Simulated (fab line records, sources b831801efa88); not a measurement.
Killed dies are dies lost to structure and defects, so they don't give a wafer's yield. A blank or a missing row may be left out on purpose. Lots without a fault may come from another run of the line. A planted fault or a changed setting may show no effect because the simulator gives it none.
A struck lot beside a sound one | flow gf180mcu | 23 steps out of a route of 602
Sound: wafers L373.1, L373.2, L373.3. Struck: wafers L370.1, L370.2, L370.5. The cause comes at the end.
At each step with rows: each side's tool, then ch and its chambers, then its first start. Under that, the readings that differ: sound wafers | struck wafers | difference of the means | sigmas: that difference in standard deviations of wafers without a fault.
alike: readings whose means differ by less than 2 such deviations, and words and numbers that are the same on both sides. not compared: withheld readings, readings that some wafer has no value for, bounds like >300 that may hide the same value, and numbers for which the record gives no deviation and whose values overlap.
The two part at a step that has a row with sigmas, a row that says differs or no value, or rows on one side only. Numbers that don't overlap but have no deviation are shown without sigmas and don't part them. A reading that every wafer of one side lacks parts them only if that side has two wafers or more.

first, 5 steps without rows for these wafers: GF_LVPWELL_COAT_02 (resist thk 3000 nm); GF_LVPWELL_SOFTBAKE_03; GF_LVPWELL_EXPOSE_04 (exposes mask LVPWELL, target cd 600 nm); GF_LVPWELL_PEB_05; GF_LVPWELL_DEVELOP_06 (develop time 60 s).
GF_LVPWELL_OVL_MEAS_07:
  sound on overlay-02, day 7 10:01; struck on overlay-01, day 6 18:13
  alike: LVPWELL_OVL
then, 2 steps without rows for these wafers: GF_LVPWELL_IMPLANT_08; GF_LVPWELL_IMPLANT_09.
GF_LVPWELL_STRIP_10: strips in O2/N2.
  sound on plasma_asher-03 ch 0,1, day 7 10:21; struck on plasma_asher-03 ch 0,1, day 6 18:33
  alike: drypump_motor_current_A, heater_power_w, oes_product_au, platen_temp_c, strip_time_to_endpoint_s
  not compared: rf_hours_counter_h
GF_LVPWELL_TW_MEAS_11:
  sound on film_metro-03, day 7 10:27; struck on film_metro-01, day 6 18:39
  reading    | sound       | struck      | difference | sigmas
  LVPWELL_TW | 551 551 551 | 563 564 564 | +13        | +2
then, 2 steps without rows for these wafers: GF_MVSD_DEHYDRATE_00 (time 60 s); GF_MVSD_HMDS_01 (prime time 60 s).
GF_MVSD_COAT_02: resist thk 3000 nm.
  sound on litho_track-02 ch 0, day 7 17:49; struck on litho_track-04 ch 0, day 7 02:14
  reading                                | sound          | struck         | difference | sigmas
  model.coat_of_MVSD_COAT_02.thk_nm (nm) | 2987 2989 2990 | 2939 2942 2951 | -45        |
  alike: chill_plate_temp_C, resist_line_temp_C
then, 3 steps without rows for these wafers: GF_MVSD_SOFTBAKE_03; GF_MVSD_EXPOSE_04 (exposes mask MVSD, target cd 1000 nm); GF_MVSD_PEB_05.
GF_MVSD_DEVELOP_06: develop time 60 s.
  sound on litho_track-02 ch 0; struck on litho_track-01 ch 0
  reading                                | sound          | struck         | difference | sigmas
  model.coat_of_MVSD_COAT_02.thk_nm (nm) | 2986 2988 2989 | 2938 2941 2950 | -45        |
  alike: chill_plate_temp_C, resist_line_temp_C
GF_MVSD_OVL_MEAS_07:
  sound on overlay-01, day 8 02:28; struck on overlay-01, day 7 09:57
  alike: MVSD_OVL
then, 2 steps without rows for these wafers: GF_MVSD_IMPLANT_08; GF_MVSD_IMPLANT_09.
GF_MVSD_STRIP_10: strips in O2/N2.
  sound on plasma_asher-02 ch 0,1, day 8 02:48; struck on plasma_asher-04 ch 0,1, day 7 10:17
  reading                      | sound             | struck            | difference | sigmas
  strip_time_to_endpoint_s (s) | 36.80 36.82 36.82 | 36.26 36.31 36.42 | -0.48      | -5
  alike: drypump_motor_current_A, heater_power_w, oes_product_au, platen_temp_c
  not compared: rf_hours_counter_h
GF_MVSD_TW_MEAS_11:
  sound on film_metro-03, day 8 02:54; struck on film_metro-01, day 7 10:23
  alike: MVSD_TW
then, 1 step without rows for these wafers: GF_PASSIVATION_PROBE_99.

WHERE THEY PART
First at GF_LVPWELL_TW_MEAS_11; last, within this record, at GF_MVSD_STRIP_10. Later steps at which nothing parts them and some readings are alike: GF_MVSD_TW_MEAS_11.

WHY: what the simulator had put in
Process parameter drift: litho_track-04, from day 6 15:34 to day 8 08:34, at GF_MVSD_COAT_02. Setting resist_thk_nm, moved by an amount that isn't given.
